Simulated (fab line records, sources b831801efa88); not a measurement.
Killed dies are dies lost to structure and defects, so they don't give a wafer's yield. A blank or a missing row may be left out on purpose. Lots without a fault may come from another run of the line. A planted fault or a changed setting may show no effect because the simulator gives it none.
Chamber matching | flow gf180mcu | GF_V3_ETCH_16 on rie_diel-04: 4 sister chambers
The step etches BARC in N2/H2. 24 wafers are shown with their chamber, then 12 later ones without.

WAFERS WITH THEIR CHAMBER
wafer  | chamber | drypump_motor_current_A (A) | oes_product_au (a.u.) | throttle_valve_pct (%)
L074.1 | 3       | 5.6                         | 0.850                 | 13.238
L074.2 | 2       | 6.1                         | 0.850                 | 13.222
L074.4 | 0       | 5.4                         | 0.856                 | 13.219
L077.2 | 1       | 5.8                         | 0.853                 | 13.215
L077.5 | 3       | 5.6                         | 0.854                 | 13.209
L077.6 | 2       | 6.0                         | 0.859                 | 13.211
L079.1 | 1       | 5.8                         | 0.845                 | 13.224
L079.2 | 2       | 6.1                         | 0.846                 | 13.232
L079.5 | 1       | 5.8                         | 0.857                 | 13.221
L080.2 | 2       | 6.1                         | 0.852                 | 13.219
L080.4 | 0       | 5.4                         | 0.859                 | 13.230
L080.6 | 2       | 6.1                         | 0.856                 | 13.221
L081.2 | 0       | 5.4                         | 0.853                 | 13.239
L081.4 | 3       | 5.6                         | 0.856                 | 13.225
L081.6 | 3       | 5.6                         | 0.865                 | 13.218
L084.1 | 3       | 5.6                         | 0.848                 | 13.235
L084.5 | 0       | 5.3                         | 0.856                 | 13.215
L084.6 | 1       | 5.8                         | 0.851                 | 13.239
L085.2 | 2       | 6.0                         | 0.850                 | 13.235
L085.3 | 1       | 5.8                         | 0.858                 | 13.221
L085.5 | 3       | 5.6                         | 0.855                 | 13.236
L088.1 | 1       | 5.8                         | 0.854                 | 13.232
L088.2 | 2       | 6.1                         | 0.861                 | 13.244
L088.6 | 1       | 5.8                         | 0.845                 | 13.235

SIGNATURES (means of the wafers above)
reading                 | chamber 0 | chamber 1 | chamber 2 | chamber 3 | scatter within a chamber
drypump_motor_current_A | 5.375     | 5.800     | 6.071     | 5.600     | 0.033
oes_product_au          | 0.85600   | 0.85186   | 0.85343   | 0.85467   | 0.00517
throttle_valve_pct      | 13.22575  | 13.22671  | 13.22629  | 13.22683  | 0.0106
Rule: a wafer's distance from a chamber is the root of the sum, over the readings, of the square of ((its reading less the chamber's mean) divided by the reading's scatter). The wafer belongs to the nearest chamber; if the next one is less than 2 further off, it can't be placed. The scatter: the root of (the sum of the squares of (reading less its chamber's mean) over the shown wafers, divided by (wafers less chambers)).

WAFERS WITHOUT THEIR CHAMBER
wafer  | drypump_motor_current_A (A) | oes_product_au (a.u.) | throttle_valve_pct (%)
L089.2 | 5.8                         | 0.855                 | 13.224
L089.4 | 5.4                         | 0.856                 | 13.219
L089.6 | 5.6                         | 0.852                 | 13.223
L092.2 | 5.8                         | 0.853                 | 13.215
L092.3 | 5.6                         | 0.851                 | 13.224
L092.5 | 5.4                         | 0.854                 | 13.223
L094.2 | 5.4                         | 0.862                 | 13.222
L094.3 | 5.6                         | 0.854                 | 13.218
L094.4 | 5.8                         | 0.858                 | 13.236
L095.2 | 5.8                         | 0.853                 | 13.232
L095.3 | 5.6                         | 0.862                 | 13.228
L095.5 | 5.4                         | 0.853                 | 13.215

WHICH CHAMBER EACH WENT THROUGH
wafer  | from the rows above | in truth
L089.2 | 1                   | 1
L089.4 | 0                   | 0
L089.6 | 3                   | 3
L092.2 | 1                   | 1
L092.3 | 3                   | 3
L092.5 | 0                   | 0
L094.2 | 0                   | 0
L094.3 | 3                   | 3
L094.4 | 1                   | 1
L095.2 | 1                   | 1
L095.3 | 3                   | 3
L095.5 | 0                   | 0
Placed correctly: 12 of 12. Can't be placed from these rows: 0. Placed wrongly: 0.
